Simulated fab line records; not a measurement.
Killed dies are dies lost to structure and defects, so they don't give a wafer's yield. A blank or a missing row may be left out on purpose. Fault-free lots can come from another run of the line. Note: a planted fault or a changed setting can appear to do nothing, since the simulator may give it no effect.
A lot that was struck, set against a sound lot + flow sky130 + 43 out of 708 route steps
Sound: wafers L531.1, L531.4, L531.6. The struck wafers were L533.2, L533.3, L533.5. At the end, the cause is stated.
Each step with rows lists, per side, the tool, then ch with its chambers, then its first start. Under that, the readings that differ: sound wafers + struck wafers + difference of the means + sigmas: that difference in standard deviations of wafers without a fault.
alike: a reading whose means differ by less than 2 such deviations, as well as words and numbers matching on both sides. not compared: withheld readings; readings where some wafer has no value; bounds like >300 that might hide an equal value; numbers whose values overlap and for which the record gives no deviation.
Wherever a step has rows on one side only, a row that says differs or no value, or a row with sigmas, the two part there. When numbers do not overlap yet have no deviation, they are printed without sigmas and do not part them. A reading missing from all wafers of one side parts the sides only when that side holds two or more wafers.

SKY_FIELD_ISO_STRIP_16: strips in O2/N2.
  sound on plasma-asher-01 ch 0,1, day 3 01:00; struck on plasma-asher-03 ch 0,1, day 3 13:42
  alike: drypump-motor-current-A, oes-product-au, strip-time-to-endpoint-s
  not compared: rf-hours-counter-h
SKY_FIELD_ISO_ETCH_17: etches Si in HBr/Cl2/O2, target depth 342 nm, time 97.7 s.
  sound on rie-si-02 ch 0,2, day 3 01:06; struck on rie-si-01 ch 0,2,3, day 3 13:48
  alike: O2_flow_sccm, drypump-motor-current-A, oes-product-au, rf-fwd-power-W, throttle-valve-pct
  not compared: rf-hours-counter-h
then, 5 steps without rows for these wafers: SKY_FIELD_ISO_WET_ETCH_18 (etches Si3N4 in H3PO4, target depth 25 nm, time 286 s); SKY_FIELD_ISO_CLEAN_19 (cleans in SC1/SC2, time 150 s); SKY_FIELD_ISO_CLEAN_20 (cleans in dHF, time 20 s); SKY_FIELD_ISO_WET_ETCH_21 (etches SiO2 in dHF, target depth 20 nm, time 412.2 s); SKY_FIELD_ISO_OXIDATION_22 (stabilise 600 s, purge 300 s, target thk 10 nm).
SKY_FIELD_ISO_THK_MEAS_23:
  sound: film-metro-03 at day 3 06:15; struck: film-metro-03 at day 3 21:34
  alike: FIELD_ISO_OXIDATION_01_THK
then, 1 step without rows for these wafers: SKY_FIELD_ISO_CVD_24 (deposits SiO2, target thk 595 nm, time 99.2 s).
SKY_FIELD_ISO_THK_MEAS_25:
  sound: film-metro-04 at day 3 06:23; struck: film-metro-02 at day 3 21:41
  alike: FIELD_ISO_CVD_24_THK
then, 1 step without rows for these wafers: SKY_FIELD_ISO_ANNEAL_26 (time 1800 s).
SKY_FIELD_ISO_CMP_27: polishes, stops on Si3N4, t overpolish 16 s, target thk 457.8 nm.
  sound on cmp-01 ch 1,2, day 3 10:02; struck on cmp-02 ch 0,2, day 4 04:50
  alike: edge-zone-pressure-frac, motor-current-A, overpolish-run-s, time-to-endpoint-s
SKY_FIELD_ISO_WET_ETCH_28: etches SiO2 in dHF, target depth 23.7 nm, time 47 s.
  sound on wet-bench-01 ch 1, day 3 10:20; struck on wet-bench-01 ch 0, day 4 05:08
then, 4 steps without rows for these wafers: SKY_FIELD_ISO_WET_ETCH_29 (etches Si3N4 in H3PO4, target depth 160 nm, time 1825 s); SKY_FIELD_ISO_WET_ETCH_30 (etches SiO2 in dHF, target depth 25 nm, time 50 s); SKY_NWELL_CLEAN_00 (cleans in SC1/SC2, time 150 s); SKY_NWELL_OXIDATION_01 (stabilise 600 s, purge 300 s, target thk 10 nm).
SKY_NWELL_THK_MEAS_02:
  sound: film-metro-01 at day 3 14:31; struck: film-metro-02 at day 4 08:47
  alike: NWELL_OXIDATION_THK
then, 8 steps without rows for these wafers: SKY_DNWELL_DEHYDRATE_00 (time 60 s); SKY_DNWELL_HMDS_01 (prime time 60 s); SKY_DNWELL_COAT_02 (resist thk 3000 nm); SKY_DNWELL_SOFTBAKE_03; SKY_DNWELL_EXPOSE_04 (exposes mask DNM, target cd 3000 nm); SKY_DNWELL_PEB_05; SKY_DNWELL_DEVELOP_06 (develop time 62.68 s); SKY_DNWELL_IMPLANT_07.
SKY_DNWELL_STRIP_08: strips in O2/N2.
  sound on plasma-asher-04 ch 0,1, day 4 05:54; struck on plasma-asher-01 ch 0, day 5 01:20
  alike: drypump-motor-current-A, oes-product-au, strip-time-to-endpoint-s
  not compared: rf-hours-counter-h
SKY_DNWELL_TW_MEAS_09:
  sound: film-metro-01 at day 4 06:00; struck: film-metro-01 at day 5 01:27
  alike: DNWELL_TW
then, 7 steps without rows for these wafers: SKY_PWDE_DEHYDRATE_00 (time 60 s); SKY_PWDE_HMDS_01 (prime time 60 s); SKY_PWDE_COAT_02 (resist thk 3000 nm); SKY_PWDE_SOFTBAKE_03; SKY_PWDE_EXPOSE_04 (exposes mask PWDEM, target cd 840 nm); SKY_PWDE_PEB_05; SKY_PWDE_DEVELOP_06 (develop time 60 s).
SKY_PWDE_OVL_MEAS_07:
  sound: overlay-02 at day 4 21:28; struck: overlay-01 at day 5 18:56
| reading       | sound          | struck      | difference | sigmas |
|---------------|----------------|-------------|------------|--------|
| PWDE_OVL (nm) | -0.4 -1.3 -1.0 | 3.1 2.5 2.9 | +3.7       | +2     |
then, 1 step without rows for these wafers: SKY_PWDE_IMPLANT_08.
SKY_PWDE_STRIP_09: strips in O2/N2.
  sound on plasma-asher-02 ch 0,1, day 4 21:39; struck on plasma-asher-04 ch 0,1, day 5 19:13
| reading                     | sound       | struck      | difference | sigmas |
|-----------------------------|-------------|-------------|------------|--------|
| drypump-motor-current-A (A) | 5.4 5.1 5.3 | 6.1 6.1 6.1 | +0.8       | +2     |
  alike: oes-product-au, strip-time-to-endpoint-s
  not compared: rf-hours-counter-h
SKY_PWDE_TW_MEAS_10:
  sound: film-metro-01 at day 4 21:45; struck: film-metro-01 at day 5 19:20
  alike: PWDE_TW
then, 3 steps without rows for these wafers: SKY_NWELL_DEHYDRATE_03 (time 60 s); SKY_NWELL_HMDS_04 (prime time 60 s); SKY_NWELL_COAT_05 (resist thk 3000 nm).
-- the record jumps here: 42 days lie between the struck wafers' starts before and after (it left off in module NWELL and takes up again in module PAD_OPEN, whose first step shown is number 708 of the route) --
SKY_PAD_OPEN_PROBE_99:
  sound: prober-02 at day 46 16:51; struck: prober-01 at day 48 00:49
| reading             | sound    | struck      | difference | sigmas |
|---------------------|----------|-------------|------------|--------|
| killed-at-front-end | 17 12 14 | 59 56 65    | +46        | +10    |
| killed-dies         | 88 68 96 | 124 121 126 | +40        | +4     |
  alike: killed_at_M0_to_M3, killed_at_M4_up, killed-at-contacts, killed-at-other, killed-open, killed-short

## WHERE THEY PART
At SKY_PWDE_OVL_MEAS_07 first; at SKY_PAD_OPEN_PROBE_99 last (within this record only).

WHY: the cause the simulator had injected
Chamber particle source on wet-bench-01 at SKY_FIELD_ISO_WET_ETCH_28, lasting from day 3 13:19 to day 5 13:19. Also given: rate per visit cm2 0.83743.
